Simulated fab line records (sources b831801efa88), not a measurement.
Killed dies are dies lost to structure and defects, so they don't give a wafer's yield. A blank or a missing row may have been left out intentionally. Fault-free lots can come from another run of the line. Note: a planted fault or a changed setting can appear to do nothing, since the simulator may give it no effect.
fab line records	flow gf180mcu
[record] lots = 14	wafers = 42	lastDay = 34
route steps=602 shown HV_LDD@233 NSD@242 PSD@261
lots that met no fault: taken from a fault-free run of the same line
startH: the number of hours between the record's first day and the start of the first shown wafer of the lot	waitH: hours elapsed since this lot's preceding step	" the same as in the row above	L1.1+2: a row that stands for several wafers	- either no value or no given start	* or withheld: withheld	< > ~ a bound
route shown NAME@n: NAME is a module with steps in the file, n the number in the route of the first one	usual: mean/standard deviation taken from wafers without a fault	same: alike in all rows	chamber/n: place in a boat	sites: readings site by site	_std_site: the standard deviation of these	_edge_site: outer sites' mean less inner sites'	radiusMm: for every site, how far away it sits from the centre of the wafer	mask NAME#n: copy n	behind: the most recent tool/chamber to have shaped the wafer	hold: why the lot went on hold/how many hours it stayed there/how the hold came to an end	device: transistor that didn't switch, given as n, p or np	end of line: at the end of the route, the tests of the same wafers	for a step that has no rows: nothing shown but its recipe	killed: dies that structure and defects cost at the first sort, which is not the same as the wafer's yield	map: shows each die of a wafer: x if killed, . if not, _ if none is there
set.NAME: the setting that was run; set.NAME@STEP: the one run at that earlier step	model.NAME: the simulator's own value behind a step, which no gauge read
one table for each step of the route and one row for each wafer, over a sample of lots
services: when a tool's chamber went out of use (startH, in hours from the record's first day, below 0 if earlier), for how many hours, and the reason
[[steps]]
[step GF_HV_LDD_THK_MEAS_57]
[recipe] reads = Si3N4_of_HV_LDD_CVD_56
[usual] HV_LDD_CVD_56_THK = 90.1/0.79
lot.wafer	tool	chamber	startH	waitH	HV_LDD_CVD_56_THK[nm]
L601.1	filmMetro-03	-	275.06	0.0	89.4
L601.2	"	-	"	"	89.3
L601.6	"	-	"	"	89.4
L602.3	filmMetro-01	-	281.59	0.0	89.4
L602.5	"	-	"	"	90.2
L602.6	"	-	"	"	90.0
L603.2	filmMetro-03	-	288.74	0.0	90.3
L603.3	"	-	"	"	89.6
L603.5	"	-	"	"	90.0
L605.1	filmMetro-03	-	305.78	0.0	91.1
L605.3	"	-	"	"	91.0
L605.6	"	-	"	"	90.8
L606.1	filmMetro-03	-	315.91	0.0	89.2
L606.3	"	-	"	"	90.0
L606.4	"	-	"	"	89.7
L609.2	filmMetro-03	-	347.11	0.0	88.8
L609.5	"	-	"	"	88.7
L609.6	"	-	"	"	89.4
L615.1	filmMetro-04	-	394.76	0.0	91.6
L615.2	"	-	"	"	91.3
L615.3	"	-	"	"	91.5
L616.2	filmMetro-01	-	407.64	0.0	89.9
L616.3	"	-	"	"	89.4
L616.5	"	-	"	"	89.8
L618.2	filmMetro-04	-	411.45	0.0	90.8
L618.4	"	-	"	"	90.6
L618.5	"	-	"	"	90.3
L619.2	filmMetro-03	-	424.69	0.0	90.0
L619.3	"	-	"	"	89.6
L619.6	"	-	"	"	89.9
L620.1	filmMetro-01	-	427.06	0.0	90.5
L620.3	"	-	"	"	90.4
L620.4	"	-	"	"	89.5
L622.1	filmMetro-03	-	445.83	0.0	91.3
L622.4	"	-	"	"	90.3
L622.6	"	-	"	"	91.3
L623.2	filmMetro-04	-	452.11	0.0	90.8
L623.4	"	-	"	"	91.9
L623.5	"	-	"	"	91.2
L624.2	filmMetro-01	-	462.21	0.0	90.9
L624.4	"	-	"	"	90.5
L624.5	"	-	"	"	90.2
[step GF_HV_LDD_ETCHBACK_58]
[recipe] chemistry = CH3F/O2	target = Si3N4	stopOn = SiO2	sourceW = 400	biasW = 80	pressureMtorr = 25	ch3fFlowSccm = 40	O2_flow_sccm = 30	timeS = 100	targetDepthA = 900
[usual] ch3fFlowSccm = 40.02/0.11	chamberPressureMTorr = 25.001/0.022	drypumpMotorCurrentA = 5.7/0.45	oesProductAu = 0.843/0.0065	throttleValvePct = 10.561/0.0088
lot.wafer	tool	chamber	startH	waitH	ch3fFlowSccm	chamberPressureMTorr	drypumpMotorCurrentA	oesProductAu	rfHoursCounterH	throttleValvePct
L601.1	rieDiel-02	3	275.12	0.1	40.13	25.017	5.1	0.839	113	10.561
L601.2	"	1	"	"	40.01	24.984	5.4	0.830	4	10.541
L601.6	"	3	"	"	40.13	24.972	5.0	0.837	-	10.569
L602.3	rieDiel-01	1	281.63	0.0	40.07	25.017	5.9	0.838	24	10.563
L602.5	"	2	"	"	40.03	25.022	6.5	0.845	-	10.563
L602.6	"	3	"	"	40.18	25.011	5.6	0.849	-	10.567
L603.2	rieDiel-03	2	288.79	0.0	40.09	24.989	5.9	0.843	26	10.555
L603.3	"	1	"	"	40.19	24.995	5.9	0.846	114	10.562
L603.5	"	3	"	"	39.92	24.977	5.4	0.844	-	10.564
L605.1	rieDiel-02	2	305.84	0.1	39.99	24.983	6.3	0.851	75	10.565
L605.3	"	3	"	"	40.06	25.017	5.1	0.855	115	10.560
L605.6	"	3	"	"	39.95	24.984	5.0	0.843	-	10.557
L606.1	rieDiel-02	2	315.97	0.1	40.00	24.947	6.3	0.835	75	10.564
L606.3	"	3	"	"	40.08	25.009	5.0	0.840	115	10.553
L606.4	"	0	"	"	39.96	24.992	5.3	0.841	0	10.561
L609.2	rieDiel-02	2	347.16	0.0	40.29	24.992	6.3	0.834	76	10.571
L609.5	"	2	"	"	40.09	25.035	6.2	0.840	-	10.565
L609.6	"	3	"	"	39.99	25.043	5.0	0.837	-	10.560
L615.1	rieDiel-01	3	394.82	0.1	40.17	24.998	5.6	0.848	15	10.575
L615.2	"	1	"	"	39.77	25.030	5.9	0.853	27	10.557
L615.3	"	2	"	"	39.95	24.990	6.4	0.854	88	10.565
L616.2	rieDiel-02	0	407.69	0.0	40.10	25.003	5.2	0.841	3	10.539
L616.3	"	1	"	"	39.99	25.016	5.4	0.844	8	10.567
L616.5	"	1	"	"	40.06	24.983	5.4	0.847	-	10.566
L618.2	rieDiel-03	3	411.50	0.0	40.05	25.010	5.4	0.848	13	10.552
L618.4	"	2	"	"	39.92	25.008	5.9	0.854	-	10.569
L618.5	"	0	"	"	40.20	25.056	6.1	0.846	-	10.561
L619.2	rieDiel-01	3	424.74	0.0	39.84	25.052	5.6	0.849	15	10.565
L619.3	"	2	"	"	40.01	24.988	6.5	0.841	88	10.557
L619.6	"	0	"	"	39.89	24.998	5.0	0.843	-	10.571
L620.1	rieDiel-03	1	427.12	0.1	39.96	24.982	5.9	0.852	1	10.552
L620.3	"	0	"	"	40.02	25.030	6.1	0.852	63	10.556
L620.4	"	2	"	"	40.10	25.021	5.9	0.837	30	10.568
L622.1	rieDiel-03	1	445.89	0.1	39.94	25.014	5.9	0.851	1	10.545
L622.4	"	0	"	"	40.04	24.990	6.1	0.841	64	10.545
L622.6	"	3	"	"	39.98	24.981	5.4	0.849	-	10.555
L623.2	rieDiel-01	3	452.16	0.0	40.04	24.989	5.6	0.852	16	10.571
L623.4	"	0	"	"	39.87	24.997	5.1	0.854	12	10.556
L623.5	"	0	"	"	40.07	24.969	5.1	0.848	-	10.557
L624.2	rieDiel-01	2	462.26	0.0	39.92	25.047	6.4	0.850	89	10.551
L624.4	"	2	"	"	39.87	25.016	6.4	0.842	-	10.559
L624.5	"	0	"	"	39.87	24.979	5.1	0.853	-	10.554
[step GF_NSD_CD_MEAS_07]
[recipe] targetCdNm = 400
[usual] cdNm = 400/3
lot.wafer	tool	chamber	startH	waitH	cdNm
L601.1	cdSem-01	-	293.98	0.1	401
L601.2	"	-	"	"	402
L601.6	"	-	"	"	401
L602.3	cdSem-01	-	300.97	0.1	403
L602.5	"	-	"	"	404
L602.6	"	-	"	"	402
L603.2	cdSem-02	-	308.75	0.1	398
L603.3	"	-	"	"	397
L603.5	"	-	"	"	397
L605.1	cdSem-01	-	325.58	0.1	399
L605.3	"	-	"	"	399
L605.6	"	-	"	"	398
L606.1	cdSem-01	-	336.04	0.1	399
L606.3	"	-	"	"	400
L606.4	"	-	"	"	400
L609.2	cdSem-02	-	369.26	0.1	401
L609.5	"	-	"	"	399
L609.6	"	-	"	"	401
L615.1	cdSem-01	-	417.78	0.1	395
L615.2	"	-	"	"	397
L615.3	"	-	"	"	396
L616.2	cdSem-02	-	431.40	0.1	400
L616.3	"	-	"	"	401
L616.5	"	-	"	"	398
L618.2	cdSem-02	-	435.25	0.1	397
L618.4	"	-	"	"	399
L618.5	"	-	"	"	399
L619.2	cdSem-02	-	447.85	0.1	396
L619.3	"	-	"	"	395
L619.6	"	-	"	"	397
L620.1	cdSem-01	-	450.53	0.1	400
L620.3	"	-	"	"	403
L620.4	"	-	"	"	403
L622.1	cdSem-01	-	470.28	0.1	394
L622.4	"	-	"	"	394
L622.6	"	-	"	"	396
L623.2	cdSem-01	-	475.85	0.1	404
L623.4	"	-	"	"	404
L623.5	"	-	"	"	404
L624.2	cdSem-02	-	486.05	0.1	399
L624.4	"	-	"	"	399
L624.5	"	-	"	"	398
[step GF_PSD_RTA_13]
[recipe] tempC = 1025	timeS = 20	ambient = N2
[usual] annealTempCMax = 1028.9/0.77	chamberO2Ppm = 2.002/0.024	lampPowerPct = 32.6/1.8	wafer_temp_C_max = 1029.6/2
lot.wafer	tool	chamber	startH	waitH	annealTempCMax	chamberO2Ppm	lampPowerPct	wafer_temp_C_max
L601.1	rtpAnneal-01	0	314.45	0.0	1028.7	2.012	34.3	1030.4
L601.2	"	0	"	"	1028.6	2.011	34.3	1031.8
L601.6	"	0	"	"	1028.5	2.017	34.3	1032.3
L602.3	rtpAnneal-01	0	322.88	0.0	1027.3	1.975	34.3	1031.5
L602.5	"	0	"	"	1028.4	1.979	34.3	1031.7
L602.6	"	0	"	"	1030.5	1.974	34.3	1030.8
L603.2	rtpAnneal-02	0	329.86	0.0	1028.0	2.006	30.6	1027.4
L603.3	"	0	"	"	1030.0	2.008	30.6	1027.8
L603.5	"	0	"	"	1028.3	2.008	30.6	1027.9
L605.1	rtpAnneal-02	0	347.65	0.0	1029.0	2.015	30.6	1029.2
L605.3	"	0	"	"	1028.6	2.042	30.6	1027.7
L605.6	"	0	"	"	1029.7	2.063	30.7	1028.4
L606.1	rtpAnneal-01	0	359.13	0.0	1028.4	1.974	34.3	1031.0
L606.3	"	0	"	"	1030.0	1.969	34.4	1031.6
L606.4	"	0	"	"	1029.0	1.971	34.3	1033.0
L609.2	rtpAnneal-01	0	392.89	0.0	1028.2	2.037	34.3	1031.8
L609.5	"	0	"	"	1031.2	2.015	34.3	1033.9
L609.6	"	0	"	"	1029.1	2.017	34.4	1031.5
L615.1	rtpAnneal-02	-	442.83	0.0	-	-	-	-
L615.2	"	-	"	"	-	-	-	-
L615.3	"	-	"	"	-	-	-	-
L616.2	rtpAnneal-01	-	456.31	0.0	-	-	-	-
L616.3	"	-	"	"	-	-	-	-
L616.5	"	-	"	"	-	-	-	-
L618.2	rtpAnneal-01	0	460.66	0.0	1028.3	2.008	34.2	1033.6
L618.4	"	0	"	"	1029.0	2.012	34.2	1032.8
L618.5	"	0	"	"	1029.0	1.963	34.3	1032.1
L619.2	rtpAnneal-01	0	472.67	0.0	1028.6	1.995	34.3	1031.7
L619.3	"	0	"	"	1029.0	2.003	34.3	1029.4
L619.6	"	0	"	"	1028.8	2.005	34.3	1031.8
L620.1	rtpAnneal-02	0	475.10	0.0	1029.1	1.979	30.6	1028.2
L620.3	"	0	"	"	1029.8	2.000	30.6	1027.7
L620.4	"	0	"	"	1029.0	1.971	30.6	1028.3
L622.1	rtpAnneal-01	0	495.00	0.0	1028.7	2.025	34.3	1031.2
L622.4	"	0	"	"	1028.4	1.973	34.3	1035.2
L622.6	"	0	"	"	1027.7	1.984	34.3	1034.9
L623.2	rtpAnneal-02	0	500.51	0.0	1028.3	2.017	30.6	1026.8
L623.4	"	0	"	"	1028.2	2.003	30.6	1027.9
L623.5	"	0	"	"	1028.8	1.991	30.6	1027.1
L624.2	rtpAnneal-02	0	510.61	0.0	1029.2	1.968	30.6	1027.4
L624.4	"	0	"	"	1028.4	1.989	30.6	1027.7
L624.5	"	0	"	"	1027.9	2.001	30.6	1027.8
[step GF_PSD_RS_MEAS_14]
[recipe] thkMeasGauge = four-point-probe
[usual] NSD_RS = 46.19/0.085
lot.wafer	tool	chamber	startH	waitH	NSD_RS[ohm/sq]
L601.1	filmMetro-02	-	314.53	0.1	46.22
L601.2	"	-	"	"	46.19
L601.6	"	-	"	"	46.19
L602.3	filmMetro-02	-	322.97	0.1	46.27
L602.5	"	-	"	"	46.12
L602.6	"	-	"	"	46.09
L603.2	filmMetro-02	-	329.95	0.1	46.31
L603.3	"	-	"	"	46.25
L603.5	"	-	"	"	46.17
L605.1	filmMetro-03	-	347.82	0.1	46.20
L605.3	"	-	"	"	46.10
L605.6	"	-	"	"	46.10
L606.1	filmMetro-04	-	359.21	0.1	46.29
L606.3	"	-	"	"	46.28
L606.4	"	-	"	"	46.24
L609.2	filmMetro-04	-	392.98	0.1	46.22
L609.5	"	-	"	"	46.25
L609.6	"	-	"	"	46.21
L615.1	filmMetro-02	-	442.91	0.1	-
L615.2	"	-	"	"	-
L615.3	"	-	"	"	-
L616.2	filmMetro-03	-	456.40	0.1	-
L616.3	"	-	"	"	-
L616.5	"	-	"	"	-
L618.2	filmMetro-03	-	460.75	0.1	46.12
L618.4	"	-	"	"	46.07
L618.5	"	-	"	"	46.21
L619.2	filmMetro-03	-	472.76	0.1	46.11
L619.3	"	-	"	"	46.27
L619.6	"	-	"	"	46.18
L620.1	filmMetro-02	-	475.18	0.1	46.20
L620.3	"	-	"	"	46.19
L620.4	"	-	"	"	46.20
L622.1	filmMetro-02	-	495.09	0.1	46.24
L622.4	"	-	"	"	46.38
L622.6	"	-	"	"	46.28
L623.2	filmMetro-02	-	500.60	0.1	46.05
L623.4	"	-	"	"	46.21
L623.5	"	-	"	"	46.18
L624.2	filmMetro-04	-	510.70	0.1	46.22
L624.4	"	-	"	"	46.18
L624.5	"	-	"	"	46.29
[[services]]
tool	chamber	startH	hours	kind
rieDiel-02	0	280.70	-	clean
rieDiel-02	0	280.70	24.8	scheduledDown
rieDiel-02	0	280.70	24.8	ventCycle
rieDiel-02	2	284.27	15.2	repair
rieDiel-01	3	316.63	5.2	repair
rieDiel-01	-	325.44	2.8	pm
rieDiel-01	0	338.74	5.2	repair
rieDiel-03	1	372.66	-	clean
rieDiel-03	1	372.66	14.6	scheduledDown
rieDiel-03	1	372.66	14.6	ventCycle
rieDiel-03	-	386.72	5.6	repair
rieDiel-03	0	387.51	6.6	repair
rieDiel-02	3	391.39	-	clean
rieDiel-02	3	391.39	20.4	scheduledDown
rieDiel-02	3	391.39	20.4	ventCycle
rieDiel-02	1	395.65	3.5	repair
rieDiel-03	1	406.05	5.9	repair
rieDiel-02	-	432.50	2.8	pm
rieDiel-02	-	450.96	15.6	pm
rieDiel-01	3	460.03	15.6	repair
rieDiel-03	3	471.06	8.6	repair
rieDiel-03	1	501.32	5.1	repair
[[key]]
[firstSign] step = GF_PSD_RTA_13	reading = toolRecord	direction = missing
[effect] step = GF_PSD_RS_MEAS_14	reading = NSD_RS	direction = missing
metAt GF_PSD_RTA_13
struckLots L615,L616
laterRowsLeftOut L615.1,L615.2,L615.3,L616.2,L616.3,L616.5
sortLeftOut L615.1,L615.2,L615.3,L616.2,L616.3,L616.5
testerLeftOut L615,L616
notActingAt GF_HV_LDD_THK_MEAS_57,GF_HV_LDD_ETCHBACK_58,GF_NSD_CD_MEAS_07
onsetBetween 392.89 442.83
[fault] kind = skippedStepWhole	tool = rtpAnneal-01,rtpAnneal-02	chamber = -	onsetH = 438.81	steps = GF_PSD_RTA_13	scope = struckLotsOnly
// testerLeftOut: of these lots the tester's yield and bins aren't shown, on N5 and GAA mostly nor the transistor test; their killed dies are dies lost to structure and defects alone, not to doping, threshold or leakage, so they don't give the yield
// sortLeftOut: the simulated sort isn't trusted on such a fault, so these wafers' sort isn't shown, and their yield isn't known
// laterRowsLeftOut: the simulator's readings of these wafers behind a module that went badly wrong aren't trusted and aren't shown, but for the sort
